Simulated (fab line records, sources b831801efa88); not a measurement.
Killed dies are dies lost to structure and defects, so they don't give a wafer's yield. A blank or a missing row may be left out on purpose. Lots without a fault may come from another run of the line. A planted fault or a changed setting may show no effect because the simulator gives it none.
fab line records | flow sky130 | part 1 of 2: steps 1 to 32 of 41
record lots=5 wafers=15 last_day=49
route steps=708 shown LDD_HVN@269 LDD_HVP@278 LDD_LDN@289 SPACER@304 POLY_CUT@307
lots that met no fault: from a run of the same line without faults
start_h: hours from the record's first day to the start of the lot's first wafer shown | wait_h: hours since the lot's step before | " the same as in the row above | L1.1+2: a row that stands for several wafers | - no value, or no start given | * or withheld: withheld | < > ~ a bound
route shown NAME@n: a module of which the file shows steps, and the number in the route of the first | usual: mean/standard deviation of fault-free wafers | same: alike in all rows | chamber/n: place in a boat | sites: the reading at each site | _std_site: their standard deviation | _edge_site: outer sites' mean less inner sites' | radius_mm: how far each site lies from the wafer's centre | mask NAME#n: copy n | behind: the tool/chamber that last shaped the wafer | hold: why the lot was held/for how many hours/how that ended | device: the transistor (n, p or np) that didn't switch | end of line: the same wafers' tests at the end of the route | a step without rows: its recipe alone | killed: dies lost to structure and defects at the first sort, not the wafer's yield | map: a wafer's dies, x killed, . not, _ none there
set.NAME: the setting as run; set.NAME@STEP: as run at that earlier step | model.NAME: the simulator's own value behind a step, which no gauge read
lots at some steps of the route; a table a step, a row a wafer
services: from which hour (start_h, from the record's first day; less than 0 if before it) a tool's chamber was out of use, for how many hours, and why
## steps
# step SKY_LDD_HVN_COAT_02
# recipe resist=NOVOLAK spin_rpm=3000 resist_thk_nm=300
# usual dispense_pressure_kPa=51.1/1
# columns lot.wafer tool chamber start_h wait_h dispense_pressure_kPa
L081.3 litho_track-04 0 507.00 0.1 52.3
L081.4 " 0 " " 52.3
L081.6 " 0 " " 52.3
L085.2 litho_track-02 0 538.77 0.1 50.8
L085.3 " 0 " " 50.8
L085.6 " 0 " " 50.8
L087.4 litho_track-02 0 560.32 0.1 50.7
L087.5 " 0 " " 50.7
L087.6 " 0 " " 50.7
L089.2 litho_track-02 0 576.07 0.1 50.8
L089.4 " 0 " " 50.8
L089.5 " 0 " " 50.8
L094.1 litho_track-02 0 618.10 0.1 50.8
L094.2 " 0 " " 50.8
L094.3 " 0 " " 50.8
# step SKY_LDD_HVN_SOFTBAKE_03
# recipe temp_c=90 time_s=60 resist=NOVOLAK
# columns lot.wafer tool chamber start_h wait_h
L081.3+4+6 litho_track-04 0 507.15 0.1
L085.2+3+6 litho_track-02 0 538.92 0.1
L087.4+5+6 litho_track-02 0 560.47 0.1
L089.2+4+5 litho_track-02 0 576.22 0.1
L094.1+2+3 litho_track-02 0 618.25 0.1
# step SKY_LDD_HVN_EXPOSE_04
# recipe mask_id=HVNTM na=0.6 source_shape=conventional sigma_outer=0.6 polarization=unpolarized target_cd_nm=700 dose_mj=127
# usual exposure_dose_mJ_cm2=126.98/0.12 stage_vel_mm_s=499.97/0.24
# columns lot.wafer tool chamber start_h wait_h mask exposure_dose_mJ_cm2 stage_vel_mm_s
L081.3 iline_stepper-01 0 - - HVNTM#0 126.91 499.74
L081.4 " 0 " " HVNTM#0 127.05 499.79
L081.6 " 0 " " HVNTM#0 126.97 499.76
L085.2 iline_stepper-02 0 - - HVNTM#0 126.89 499.90
L085.3 " 0 " " HVNTM#0 126.88 500.08
L085.6 " 0 " " HVNTM#0 126.92 499.88
L087.4 iline_stepper-01 0 - - HVNTM#0 127.20 499.83
L087.5 " 0 " " HVNTM#0 127.05 500.08
L087.6 " 0 " " HVNTM#0 127.00 500.02
L089.2 iline_stepper-02 0 - - HVNTM#0 126.83 499.96
L089.4 " 0 " " HVNTM#0 126.99 500.39
L089.5 " 0 " " HVNTM#0 127.01 499.94
L094.1 iline_stepper-01 0 - - HVNTM#0 126.95 499.63
L094.2 " 0 " " HVNTM#0 127.00 499.65
L094.3 " 0 " " HVNTM#0 126.98 499.84
# step SKY_LDD_HVN_PEB_05
# recipe temp_c=withheld time_s=* resist=NOVOLAK
# columns lot.wafer tool chamber start_h wait_h
L081.3+4+6 litho_track-02 0 - -
L085.2+3+6 litho_track-04 0 - -
L087.4+5+6 litho_track-02 0 - -
L089.2+4+5 litho_track-04 0 - -
L094.1+2+3 litho_track-03 0 - -
# step SKY_LDD_HVN_DEVELOP_06
# recipe resist=NOVOLAK developer=TMAH develop_time_s=60 dev_temp_c=23
# same develop_time_s=60
# columns lot.wafer tool chamber start_h wait_h
L081.3+4+6 litho_track-02 0 522.40 0.1
L085.2+3+6 litho_track-04 0 553.82 0.1
L087.4+5+6 litho_track-02 0 574.72 0.1
L089.2+4+5 litho_track-04 0 591.27 0.1
L094.1+2+3 litho_track-03 0 632.42 0.1
# step SKY_LDD_HVN_OVL_MEAS_07
# usual LDD_HVN_OVL=0.5/1.3
# columns lot.wafer tool chamber start_h wait_h LDD_HVN_OVL[nm]
L081.3 overlay-02 - 522.51 0.1 -1.1
L081.4 " - " " 1.0
L081.6 " - " " -1.1
L085.2 overlay-01 - 553.95 0.1 4.1
L085.3 " - " " 1.7
L085.6 " - " " 3.1
L087.4 overlay-01 - 574.82 0.1 0.2
L087.5 " - " " 0.8
L087.6 " - " " -0.1
L089.2 overlay-02 - 591.40 0.1 -0.8
L089.4 " - " " 0.4
L089.5 " - " " 0.3
L094.1 overlay-01 - 632.57 0.1 0.2
L094.2 " - " " -0.2
L094.3 " - " " -0.5
# step SKY_LDD_HVN_IMPLANT_08
# recipe species=P energy_kev=60 dose_cm2=3e+13 tilt_deg=40
# columns lot.wafer tool chamber start_h wait_h
L081.3+4+6 implanter-02 0 522.58 0.1
L085.2+3+6 implanter-03 0 554.01 0.0
L087.4+5+6 implanter-03 0 574.91 0.1
L089.2+4+5 implanter-03 0 591.46 0.0
L094.1+2+3 implanter-02 0 632.61 0.0
# step SKY_LDD_HVN_STRIP_09
# recipe chemistry=O2/N2 power_w=1400 pressure_mtorr=1500 platen_temp_c=withheld o2_flow_sccm=3000 n2_flow_sccm=300 overash_fraction=0.5
# usual drypump_motor_current_A=6.1/0.32 n2_flow_sccm=300.0/0.83 oes_product_au=0.408/0.0046 strip_time_to_endpoint_s=4.139/0.013
# columns lot.wafer tool chamber start_h wait_h drypump_motor_current_A n2_flow_sccm oes_product_au rf_hours_counter_h strip_time_to_endpoint_s
L081.3 plasma_asher-01 1 522.72 0.1 6.1 300.8 0.404 - 4.142
L081.4 " 0 " " 5.1 301.0 0.408 - 4.142
L081.6 " 1 " " 6.1 299.6 0.411 - 4.145
L085.2 plasma_asher-02 1 554.13 0.1 6.1 299.9 0.398 40 4.158
L085.3 " 1 " " 6.1 299.7 0.402 - 4.137
L085.6 " 1 " " 6.1 300.5 0.409 - 4.143
L087.4 plasma_asher-03 1 575.02 0.1 6.1 298.7 0.404 - 4.121
L087.5 " 0 " " 6.5 301.4 0.414 - 4.132
L087.6 " 1 " " 6.1 300.9 0.411 - 4.135
L089.2 plasma_asher-02 1 591.58 0.1 6.2 300.4 0.414 44 4.119
L089.4 " 1 " " 6.2 301.2 0.417 - 4.144
L089.5 " 1 " " 6.2 300.7 0.406 - 4.146
L094.1 plasma_asher-03 1 632.76 0.1 6.1 299.5 0.405 80 4.145
L094.2 " 0 " " 6.4 300.9 0.405 80 4.130
L094.3 " 0 " " 6.4 300.3 0.414 - 4.135
# step SKY_LDD_HVN_TW_MEAS_10
# usual LDD_HVN_TW=1432/9.9
# columns lot.wafer tool chamber start_h wait_h LDD_HVN_TW
L081.3 film_metro-03 - 522.80 0.1 1439
L081.4 " - " " 1431
L081.6 " - " " 1440
L085.2 film_metro-03 - 554.24 0.1 1440
L085.3 " - " " 1439
L085.6 " - " " 1440
L087.4 film_metro-03 - 575.13 0.1 1437
L087.5 " - " " 1435
L087.6 " - " " 1442
L089.2 film_metro-03 - 591.69 0.1 1428
L089.4 " - " " 1434
L089.5 " - " " 1432
L094.1 film_metro-02 - 632.86 0.1 1435
L094.2 " - " " 1435
L094.3 " - " " 1431
# step SKY_LDD_HVP_DEHYDRATE_00
# recipe temp_c=200 time_s=60
# columns lot.wafer tool chamber start_h wait_h
L081.3+4+6 litho_track-03 0 537.37 14.6
L085.2+3+6 litho_track-01 0 568.95 14.7
L087.4+5+6 litho_track-01 0 589.90 14.8
L089.2+4+5 litho_track-03 0 605.75 14.0
L094.1+2+3 litho_track-03 0 645.87 13.0
# step SKY_LDD_HVP_HMDS_01
# recipe prime_time_s=60 prime_temp_c=120
# columns lot.wafer tool chamber start_h wait_h
L081.3+4+6 litho_track-03 0 537.52 0.1
L085.2+3+6 litho_track-01 0 569.10 0.1
L087.4+5+6 litho_track-01 0 590.05 0.1
L089.2+4+5 litho_track-03 0 605.90 0.1
L094.1+2+3 litho_track-03 0 646.02 0.1
# step SKY_LDD_HVP_COAT_02
# recipe resist=NOVOLAK spin_rpm=3000 resist_thk_nm=300
# usual dispense_pressure_kPa=49.9/0.61
# columns lot.wafer tool chamber start_h wait_h dispense_pressure_kPa
L081.3 litho_track-03 0 537.67 0.1 49.8
L081.4 " 0 " " 49.8
L081.6 " 0 " " 49.9
L085.2 litho_track-01 0 569.25 0.1 49.3
L085.3 " 0 " " 49.3
L085.6 " 0 " " 49.3
L087.4 litho_track-01 0 590.20 0.1 49.2
L087.5 " 0 " " 49.2
L087.6 " 0 " " 49.2
L089.2 litho_track-03 0 606.05 0.1 49.8
L089.4 " 0 " " 49.9
L089.5 " 0 " " 49.8
L094.1 litho_track-03 0 646.17 0.1 49.9
L094.2 " 0 " " 49.8
L094.3 " 0 " " 49.8
# step SKY_LDD_HVP_SOFTBAKE_03
# recipe temp_c=90 time_s=60 resist=NOVOLAK
# columns lot.wafer tool chamber start_h wait_h
L081.3+4+6 litho_track-03 0 537.82 0.1
L085.2+3+6 litho_track-01 0 569.40 0.1
L087.4+5+6 litho_track-01 0 590.35 0.1
L089.2+4+5 litho_track-03 0 606.20 0.1
L094.1+2+3 litho_track-03 0 646.32 0.1
# step SKY_LDD_HVP_EXPOSE_04
# recipe mask_id=HVPTM na=0.6 source_shape=conventional sigma_outer=0.6 polarization=unpolarized target_cd_nm=700 dose_mj=86
# usual exposure_dose_mJ_cm2=86.01/0.088 stage_vel_mm_s=499.98/0.24
# columns lot.wafer tool chamber start_h wait_h mask exposure_dose_mJ_cm2 stage_vel_mm_s
L081.3 iline_stepper-02 0 - - HVPTM#0 86.06 499.97
L081.4 " 0 " " HVPTM#0 86.16 500.14
L081.6 " 0 " " HVPTM#0 86.19 499.86
L085.2 iline_stepper-02 0 - - HVPTM#0 85.83 499.99
L085.3 " 0 " " HVPTM#0 85.90 499.89
L085.6 " 0 " " HVPTM#0 85.93 499.50
L087.4 iline_stepper-01 0 - - HVPTM#0 86.15 500.09
L087.5 " 0 " " HVPTM#0 85.97 500.03
L087.6 " 0 " " HVPTM#0 85.87 500.06
L089.2 iline_stepper-02 0 - - HVPTM#0 85.91 500.10
L089.4 " 0 " " HVPTM#0 86.06 499.56
L089.5 " 0 " " HVPTM#0 85.88 500.27
L094.1 iline_stepper-02 0 - - HVPTM#0 86.09 500.22
L094.2 " 0 " " HVPTM#0 86.13 499.99
L094.3 " 0 " " HVPTM#0 86.05 500.05
# step SKY_LDD_HVP_PEB_05
# recipe temp_c=withheld time_s=* resist=NOVOLAK
# columns lot.wafer tool chamber start_h wait_h
L081.3+4+6 litho_track-02 0 - -
L085.2+3+6 litho_track-01 0 - -
L087.4+5+6 litho_track-02 0 - -
L089.2+4+5 litho_track-02 0 - -
L094.1+2+3 litho_track-02 0 - -
# step SKY_LDD_HVP_DEVELOP_06
# recipe resist=NOVOLAK developer=TMAH develop_time_s=60 dev_temp_c=23
# same develop_time_s=60
# columns lot.wafer tool chamber start_h wait_h
L081.3+4+6 litho_track-02 0 552.10 0.1
L085.2+3+6 litho_track-01 0 583.20 0.1
L087.4+5+6 litho_track-02 0 604.87 0.1
L089.2+4+5 litho_track-02 0 621.07 0.1
L094.1+2+3 litho_track-02 0 659.85 0.1
# step SKY_LDD_HVP_OVL_MEAS_07
# usual LDD_HVP_OVL=1.0/1.4
# columns lot.wafer tool chamber start_h wait_h LDD_HVP_OVL[nm]
L081.3 overlay-02 - 552.21 0.1 0.6
L081.4 " - " " 2.1
L081.6 " - " " 1.7
L085.2 overlay-02 - 583.33 0.1 -0.9
L085.3 " - " " 1.2
L085.6 " - " " -0.3
L087.4 overlay-01 - 604.97 0.1 0.5
L087.5 " - " " 0.8
L087.6 " - " " 0.1
L089.2 overlay-02 - 621.20 0.1 1.3
L089.4 " - " " 4.4
L089.5 " - " " 1.6
L094.1 overlay-02 - 660.00 0.1 -0.2
L094.2 " - " " 1.6
L094.3 " - " " 0.2
# step SKY_LDD_HVP_IMPLANT_08
# recipe species=B energy_kev=20 dose_cm2=1.7e+13 tilt_deg=17.9
# columns lot.wafer tool chamber start_h wait_h
L081.3+4+6 implanter-04 0 552.28 0.1
L085.2+3+6 implanter-01 0 583.39 0.0
L087.4+5+6 implanter-01 0 605.06 0.1
L089.2+4+5 implanter-02 0 621.26 0.0
L094.1+2+3 implanter-02 0 660.03 0.0
# step SKY_LDD_HVP_STRIP_09
# recipe chemistry=O2/N2 power_w=1400 pressure_mtorr=1500 platen_temp_c=withheld o2_flow_sccm=3000 n2_flow_sccm=300 overash_fraction=0.5
# usual drypump_motor_current_A=6.14/0.19 n2_flow_sccm=300.0/0.92 oes_product_au=0.408/0.0048 strip_time_to_endpoint_s=4.137/0.014
# columns lot.wafer tool chamber start_h wait_h drypump_motor_current_A n2_flow_sccm oes_product_au rf_hours_counter_h strip_time_to_endpoint_s
L081.3 plasma_asher-03 0 552.42 0.1 6.45 299.4 0.405 - 4.124
L081.4 " 1 " " 6.11 299.2 0.401 - 4.129
L081.6 " 1 " " 6.09 299.9 0.407 - 4.150
L085.2 plasma_asher-02 0 583.51 0.1 5.96 300.8 0.407 43 4.139
L085.3 " 1 " " 6.13 300.3 0.417 - 4.128
L085.6 " 0 " " 5.96 301.1 0.417 - 4.146
L087.4 plasma_asher-02 0 605.17 0.1 5.99 299.4 0.401 - 4.117
L087.5 " 0 " " 5.98 298.0 0.398 - 4.152
L087.6 " 1 " " 6.14 299.7 0.410 - 4.127
L089.2 plasma_asher-03 0 621.38 0.1 6.46 300.3 0.412 79 4.115
L089.4 " 0 " " 6.48 299.2 0.412 - 4.130
L089.5 " 1 " " 6.09 298.4 0.410 - 4.120
L094.1 plasma_asher-03 0 660.18 0.1 6.44 300.8 0.406 82 4.115
L094.2 " 1 " " 6.09 302.1 0.410 82 4.150
L094.3 " 1 " " 6.07 301.2 0.419 - 4.112
# step SKY_LDD_HVP_TW_MEAS_10
# usual LDD_HVP_TW=458.6/2.6
# columns lot.wafer tool chamber start_h wait_h LDD_HVP_TW
L081.3 film_metro-02 - 552.50 0.1 456.0
L081.4 " - " " 457.6
L081.6 " - " " 454.7
L085.2 film_metro-03 - 583.62 0.1 457.7
L085.3 " - " " 458.4
L085.6 " - " " 456.0
L087.4 film_metro-02 - 605.26 0.1 459.6
L087.5 " - " " 458.1
L087.6 " - " " 460.0
L089.2 film_metro-04 - 621.49 0.1 464.6
L089.4 " - " " 463.9
L089.5 " - " " 461.7
L094.1 film_metro-04 - 660.28 0.1 464.1
L094.2 " - " " 462.6
L094.3 " - " " 461.5
# step SKY_LDD_LDN_DEHYDRATE_00
# recipe temp_c=200 time_s=60
# columns lot.wafer tool chamber start_h wait_h
L081.3+4+6 litho_track-02 0 567.05 14.5
L085.2+3+6 litho_track-04 0 598.27 14.6
L087.4+5+6 litho_track-04 0 619.72 14.4
L089.2+4+5 litho_track-04 0 635.02 13.5
L094.1+2+3 litho_track-04 0 673.85 13.6
# step SKY_LDD_LDN_HMDS_01
# recipe prime_time_s=60 prime_temp_c=120
# columns lot.wafer tool chamber start_h wait_h
L081.3+4+6 litho_track-02 0 567.20 0.1
L085.2+3+6 litho_track-04 0 598.42 0.1
L087.4+5+6 litho_track-04 0 619.87 0.1
L089.2+4+5 litho_track-04 0 635.17 0.1
L094.1+2+3 litho_track-04 0 674.00 0.1
# step SKY_LDD_LDN_COAT_02
# recipe resist=NOVOLAK spin_rpm=3000 resist_thk_nm=1140
# usual dispense_pressure_kPa=51.0/1.3
# columns lot.wafer tool chamber start_h wait_h dispense_pressure_kPa
L081.3 litho_track-02 0 567.35 0.1 50.8
L081.4 " 0 " " 50.8
L081.6 " 0 " " 50.8
L085.2 litho_track-04 0 598.57 0.1 52.4
L085.3 " 0 " " 52.3
L085.6 " 0 " " 52.4
L087.4 litho_track-04 0 620.02 0.1 52.4
L087.5 " 0 " " 52.4
L087.6 " 0 " " 52.4
L089.2 litho_track-04 0 635.32 0.1 52.4
L089.4 " 0 " " 52.4
L089.5 " 0 " " 52.4
L094.1 litho_track-04 0 674.15 0.1 52.3
L094.2 " 0 " " 52.4
L094.3 " 0 " " 52.3
# step SKY_LDD_LDN_SOFTBAKE_03
# recipe temp_c=90 time_s=60 resist=NOVOLAK
# columns lot.wafer tool chamber start_h wait_h
L081.3+4+6 litho_track-02 0 567.50 0.1
L085.2+3+6 litho_track-04 0 598.72 0.1
L087.4+5+6 litho_track-04 0 620.17 0.1
L089.2+4+5 litho_track-04 0 635.47 0.1
L094.1+2+3 litho_track-04 0 674.30 0.1
# step SKY_LDD_LDN_EXPOSE_04
# recipe mask_id=LDNTM na=0.6 source_shape=conventional sigma_outer=0.6 polarization=unpolarized target_cd_nm=700 dose_mj=140
# usual exposure_dose_mJ_cm2=139.99/0.13 stage_vel_mm_s=500.00/0.24
# columns lot.wafer tool chamber start_h wait_h mask exposure_dose_mJ_cm2 stage_vel_mm_s
L081.3 iline_stepper-01 0 - - LDNTM#0 140.03 500.04
L081.4 " 0 " " LDNTM#0 140.15 500.26
L081.6 " 0 " " LDNTM#0 140.01 499.89
L085.2 iline_stepper-01 0 - - LDNTM#0 139.89 499.59
L085.3 " 0 " " LDNTM#0 139.92 499.99
L085.6 " 0 " " LDNTM#0 139.98 499.94
L087.4 iline_stepper-01 0 - - LDNTM#0 139.96 500.07
L087.5 " 0 " " LDNTM#0 140.23 499.90
L087.6 " 0 " " LDNTM#0 140.10 500.56
L089.2 iline_stepper-02 0 - - LDNTM#0 139.98 499.78
L089.4 " 0 " " LDNTM#0 139.92 499.84
L089.5 " 0 " " LDNTM#0 140.13 499.70
L094.1 iline_stepper-02 0 - - LDNTM#0 139.82 500.40
L094.2 " 0 " " LDNTM#0 139.97 500.34
L094.3 " 0 " " LDNTM#0 140.12 500.04
# step SKY_LDD_LDN_PEB_05
# recipe temp_c=withheld time_s=* resist=NOVOLAK
# columns lot.wafer tool chamber start_h wait_h
L081.3+4+6 litho_track-04 0 - -
L085.2+3+6 litho_track-02 0 - -
L087.4+5+6 litho_track-01 0 - -
L089.2+4+5 litho_track-02 0 - -
L094.1+2+3 litho_track-01 0 - -
# step SKY_LDD_LDN_DEVELOP_06
# recipe resist=NOVOLAK developer=TMAH develop_time_s=60 dev_temp_c=23
# same develop_time_s=60
# columns lot.wafer tool chamber start_h wait_h
L081.3+4+6 litho_track-04 0 581.70 0.1
L085.2+3+6 litho_track-02 0 612.82 0.1
L087.4+5+6 litho_track-01 0 634.20 0.1
L089.2+4+5 litho_track-02 0 649.57 0.1
L094.1+2+3 litho_track-01 0 688.78 0.1
# step SKY_LDD_LDN_OVL_MEAS_07
# usual LDD_LDN_OVL=-1.0/1.3
# columns lot.wafer tool chamber start_h wait_h LDD_LDN_OVL[nm]
L081.3 overlay-02 - 581.81 0.1 -1.8
L081.4 " - " " -1.4
L081.6 " - " " -2.3
L085.2 overlay-02 - 612.95 0.1 0.3
L085.3 " - " " 0.8
L085.6 " - " " -0.2
L087.4 overlay-01 - 634.30 0.1 1.0
L087.5 " - " " -1.4
L087.6 " - " " -1.9
L089.2 overlay-02 - 649.70 0.1 -1.1
L089.4 " - " " -3.1
L089.5 " - " " -1.1
L094.1 overlay-01 - 688.93 0.1 -0.4
L094.2 " - " " -2.3
L094.3 " - " " -2.7
# step SKY_LDD_LDN_IMPLANT_08
# recipe species=As energy_kev=15 dose_cm2=1.25e+13 tilt_deg=withheld rotation_deg=23
# columns lot.wafer tool chamber start_h wait_h
L081.3+4+6 implanter-01 0 581.88 0.1
L085.2+3+6 implanter-03 0 613.01 0.0
L087.4+5+6 implanter-01 0 634.39 0.1
L089.2+4+5 implanter-01 0 649.76 0.0
L094.1+2+3 implanter-03 0 688.96 0.0
# step SKY_LDD_LDN_IMPLANT_09
# recipe species=As energy_kev=15 dose_cm2=1.25e+13 tilt_deg=withheld rotation_deg=113
# columns lot.wafer tool chamber start_h wait_h
L081.3+4+6 implanter-01 0 582.03 0.1
L085.2+3+6 implanter-03 0 613.16 0.1
L087.4+5+6 implanter-01 0 634.54 0.1
L089.2+4+5 implanter-01 0 649.91 0.1
L094.1+2+3 implanter-03 0 689.11 0.1
# step SKY_LDD_LDN_IMPLANT_10
# recipe species=As energy_kev=15 dose_cm2=1.25e+13 tilt_deg=withheld rotation_deg=203
# columns lot.wafer tool chamber start_h wait_h
L081.3+4+6 implanter-01 0 582.18 0.1
L085.2+3+6 implanter-03 0 613.31 0.1
L087.4+5+6 implanter-01 0 634.69 0.1
L089.2+4+5 implanter-01 0 650.06 0.1
L094.1+2+3 implanter-03 0 689.26 0.1
# step SKY_LDD_LDN_IMPLANT_11
# recipe species=As energy_kev=15 dose_cm2=1.25e+13 tilt_deg=withheld rotation_deg=293
# columns lot.wafer tool chamber start_h wait_h
L081.3+4+6 implanter-01 0 582.33 0.1
L085.2+3+6 implanter-03 0 613.46 0.1
L087.4+5+6 implanter-01 0 634.84 0.1
L089.2+4+5 implanter-01 0 650.21 0.1
L094.1+2+3 implanter-03 0 689.41 0.1
